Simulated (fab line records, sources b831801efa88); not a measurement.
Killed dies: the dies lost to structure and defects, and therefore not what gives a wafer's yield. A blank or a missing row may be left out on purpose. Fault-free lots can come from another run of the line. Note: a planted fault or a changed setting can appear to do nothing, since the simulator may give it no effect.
Which tool is to blame? | flow sky130 | 13 lots, 39 wafers sampled, at 4 steps of a route of 708

## WHAT THE GAUGES READ, wafer by wafer
SKY_LDD_N_TW_MEAS_17. Usual: LDD_N_TW typically reads 2617, with standard deviation 21.
lot  | measured     | on           | LDD_N_TW       | flag
L660 | day 17 11:24 | filmMetro-02 | 2616 2639 2633 | 
L662 | day 18 22:29 | filmMetro-03 | 2611 2590 2599 | 
L663 | day 19 03:57 | filmMetro-03 | 2579 2572 2577 | 
L665 | day 19 05:32 | filmMetro-02 | 2628 2630 2631 | 
L664 | day 19 08:22 | filmMetro-01 | 2605 2595 2603 | 
L670 | day 21 04:40 | filmMetro-01 | 2611 2614 2608 | 
L669 | day 21 06:57 | filmMetro-02 | 2630 2635 2628 | 
L671 | day 21 13:01 | filmMetro-02 | 2623 2621 2616 | 
L674 | day 22 20:35 | filmMetro-02 | 2644 2633 2646 | 
L675 | day 23 06:55 | filmMetro-02 | 2643 2640 2634 | 
L679 | day 24 19:37 | filmMetro-01 | 2592 2610 2607 | 
L681 | day 26 08:36 | filmMetro-02 | 2641 2625 2619 | 
L683 | day 27 03:13 | filmMetro-02 | 2636 2644 2630 | 

SKY_CONTACT_THK_MEAS_26: measures by xrf. Usual: CONTACT_W_THK typically reads 334 nm, with standard deviation 5.6.
lot  | measured     | on           | CONTACT_W_THK (nm) | flag
L660 | day 31 10:29 | filmMetro-03 | 334 323 325        | 
L662 | day 32 19:47 | filmMetro-03 | 339 339 329        | 
L663 | day 32 21:02 | filmMetro-03 | 336 323 328        | 
L665 | day 33 00:12 | filmMetro-02 | 334 342 330        | 
L664 | day 33 03:56 | filmMetro-03 | 333 340 332        | 
L670 | day 34 15:04 | filmMetro-01 | 342 336 343        | 
L669 | day 34 18:45 | filmMetro-02 | 339 338 339        | 
L671 | day 34 21:11 | filmMetro-03 | 333 336 334        | 
L674 | day 36 01:44 | filmMetro-02 | 334 335 334        | 
L675 | day 36 08:56 | filmMetro-01 | 340 326 325        | 
L679 | day 37 20:35 | filmMetro-01 | 328 333 330        | 
L681 | day 39 01:53 | filmMetro-02 | 340 339 346        | 
L683 | day 39 16:47 | filmMetro-03 | 332 326 329        | 

## EACH LOT AND THE TOOL THAT RAN IT (in order: tool; ch and the chambers of the sampled wafers; start)
lot  | SKY_LDD_HVP_EXPOSE_04              | SKY_CONTACT_SPUTTER_23
L660 | ilineStepper-02 ch 0, day 20 15:25 | pvdSputter-01, day 31 10:12
L662 | ilineStepper-01 ch 0, day 22 04:01 | pvdSputter-03, day 32 19:30
L663 | ilineStepper-01 ch 0, day 22 09:43 | pvdSputter-01, day 32 20:44
L665 | ilineStepper-01 ch 0, day 22 12:12 | pvdSputter-03, day 32 23:53
L664 | ilineStepper-02 ch 0, day 22 15:25 | pvdSputter-03, day 33 03:38
L670 | ilineStepper-01 ch 0, day 24 08:44 | pvdSputter-02, day 34 14:39
L669 | ilineStepper-02 ch 0, day 24 11:32 | pvdSputter-02, day 34 18:21
L671 | ilineStepper-02 ch 0, day 24 15:25 | pvdSputter-01, day 34 20:54
L674 | ilineStepper-01 ch 0, day 25 22:14 | pvdSputter-02, day 36 01:27
L675 | ilineStepper-01 ch 0, day 26 09:11 | pvdSputter-02, day 36 08:38
L679 | ilineStepper-02 ch 0, day 27 22:14 | pvdSputter-02, day 37 20:17
L681 | ilineStepper-02 ch 0, day 29 07:41 | pvdSputter-03, day 39 01:35
L683 | ilineStepper-02 ch 0, day 30 01:58 | pvdSputter-03, day 39 16:29
- SKY_LDD_HVP_EXPOSE_04: exposes mask HVPTM, target cd 700 nm.
- SKY_CONTACT_SPUTTER_23: material TiN, target thk 20 nm, time 80 s.

## WHAT THE TOOLS THEMSELVES READ (means of the sampled wafers that have a number; where no wafer has one, the mark that the record gives instead)
SKY_LDD_HVP_EXPOSE_04. Usual: 0.0 nm for focusOffsetNm, sd 0.49.
lot  | tool            | focusOffsetNm (nm) | flag
L660 | ilineStepper-02 | 0.3                | 
L662 | ilineStepper-01 | 0.4                | 
L663 | ilineStepper-01 | -0.2               | 
L665 | ilineStepper-01 | -0.4               | 
L664 | ilineStepper-02 | -0.3               | 
L670 | ilineStepper-01 | -0.4               | 
L669 | ilineStepper-02 | -0.5               | 
L671 | ilineStepper-02 | -0.1               | 
L674 | ilineStepper-01 | -0.2               | 
L675 | ilineStepper-01 | -0.0               | 
L679 | ilineStepper-02 | -0.5               | 
L681 | ilineStepper-02 | 0.4                | 
L683 | ilineStepper-02 | 0.4                | 

SKY_CONTACT_SPUTTER_23. Usual: 30.3 % for throttleValvePct, sd 1.
lot  | tool          | throttleValvePct (%) | flag
L660 | pvdSputter-01 | 31.1                 | 
L662 | pvdSputter-03 | 30.2                 | 
L663 | pvdSputter-01 | 30.7                 | 
L665 | pvdSputter-03 | 29.7                 | 
L664 | pvdSputter-03 | 29.5                 | 
L670 | pvdSputter-02 | 30.7                 | 
L669 | pvdSputter-02 | 30.8                 | 
L671 | pvdSputter-01 | 30.3                 | 
L674 | pvdSputter-02 | 30.9                 | 
L675 | pvdSputter-02 | 30.9                 | 
L679 | pvdSputter-02 | 30.3                 | 
L681 | pvdSputter-03 | 29.8                 | 
L683 | pvdSputter-03 | 30.0                 | 

## THE ANSWER, worked out from the rows above alone
Rule: a lot is off if the mean of its wafers that have a number lies more than 3 standard deviations from the usual mean. A lot without any number at a reading at which 4 lots or more have one is off too. The other lots that the step has rows for count as sound. Order of review: gauges by route order, followed by the tools' own readings, for which a lot's mean as printed above is used. The first step at which some lot is off is used, and at that step the reading that is off furthest; a lot without a number counts as furthest.
Nothing can be told from this: no lot is off at any reading shown.

## WHAT WAS PUT IN BY THE SIMULATOR
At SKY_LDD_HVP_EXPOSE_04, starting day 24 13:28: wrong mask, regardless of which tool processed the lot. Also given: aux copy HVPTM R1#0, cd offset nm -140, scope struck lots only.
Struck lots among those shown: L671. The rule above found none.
